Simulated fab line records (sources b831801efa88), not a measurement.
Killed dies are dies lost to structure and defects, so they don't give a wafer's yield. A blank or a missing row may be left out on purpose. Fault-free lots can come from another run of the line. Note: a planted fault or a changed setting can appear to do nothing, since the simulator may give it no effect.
Code-filled problem report in 8D (eight disciplines) form | flow sky130 | the parts of the form that need people (team, actions taken, sign-off) are left out

1. WHAT WENT WRONG
Mean of developer_temp_C at SKY_SD_N_DEVELOP_06: 22.10 C across 9 wafers in 3 lots; on wafers with no fault it is 23.01 C (standard deviation 0.11). Measured from the usual mean, that is -8.3 standard deviations.
The step: develop time 60 s.
First seen on wafer L833.2, day 33 02:28, on litho_track-03. The record holds 39 wafers of 13 lots with a number at this step. Rule for "out" (also "out of limits"): further than 4 standard deviations from the usual mean. The rest of the wafers with a number are treated as sound.

2. WHAT IT IS AND WHAT IT IS NOT
question                    | is                     | is not
which readings at this step | developer_temp_C       | -
which lots                  | L833, L836, L840       | L823, L824, L825, L827, L828, L831, L832, L835, L841, L843
which wafers of those lots  | all that have a number | -
read on which tools         | litho_track-03         | litho_track-01, litho_track-04
when                        | from day 33 02:28      | up to then (21 sound wafers); but 9 sound wafers of L835, L841, L843 came after

3. SUSPECTS, AND WHAT RULES EACH OUT
Counting: a tool at any process step up to the reading remains a suspect when it ran all the lots that are out and ran no sound lot after the first of those.
- litho_track-03 at SKY_SD_N_DEVELOP_06 (develop time 60 s): kept. It ran every lot that is out, first L833 (day 33 02:28), and no sound lot after that; its last sound lot up to then is L832 (day 32 16:04). Its own readings are out on those wafers: developer_temp_C.
The count leaves litho_track-03 at SKY_SD_N_DEVELOP_06.

4. THE CAUSE (what the simulator had put in)
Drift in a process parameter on litho_track-03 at SKY_SD_N_DEVELOP_06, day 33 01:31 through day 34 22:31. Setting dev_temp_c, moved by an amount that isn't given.
Counting left only this tool.

5. THE EFFECT CHAIN, in route order
Each row: a reading whose mean over the struck wafers that have a number lies more than 3 standard deviations from the usual. Only readings for which the record gives a usual standard deviation are gone through. hours: the time from each lot's start at the first step in this table that gives one to its start at this step, as a median over the lots. sigmas: the change in usual standard deviations.
hours | step                | reading          | usual   | on struck wafers | change | sigmas
0     | SKY_SD_N_DEVELOP_06 | developer_temp_C | 23.01 C | 22.10            | -0.91  | -8.3
It contains these process steps:
- SKY_SD_N_DEVELOP_06: develop time 60 s.
Later steps that measure or inspect, where all struck wafers having a row at the step show a number for every such reading and not one has moved that far: SKY_LI_CONTACT_CD_MEAS_12.

6. WHAT WOULD HAVE CAUGHT IT SOONER
In this record the first reading out of limits was taken at day 33 02:28, 1 hour after the fault began at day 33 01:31.
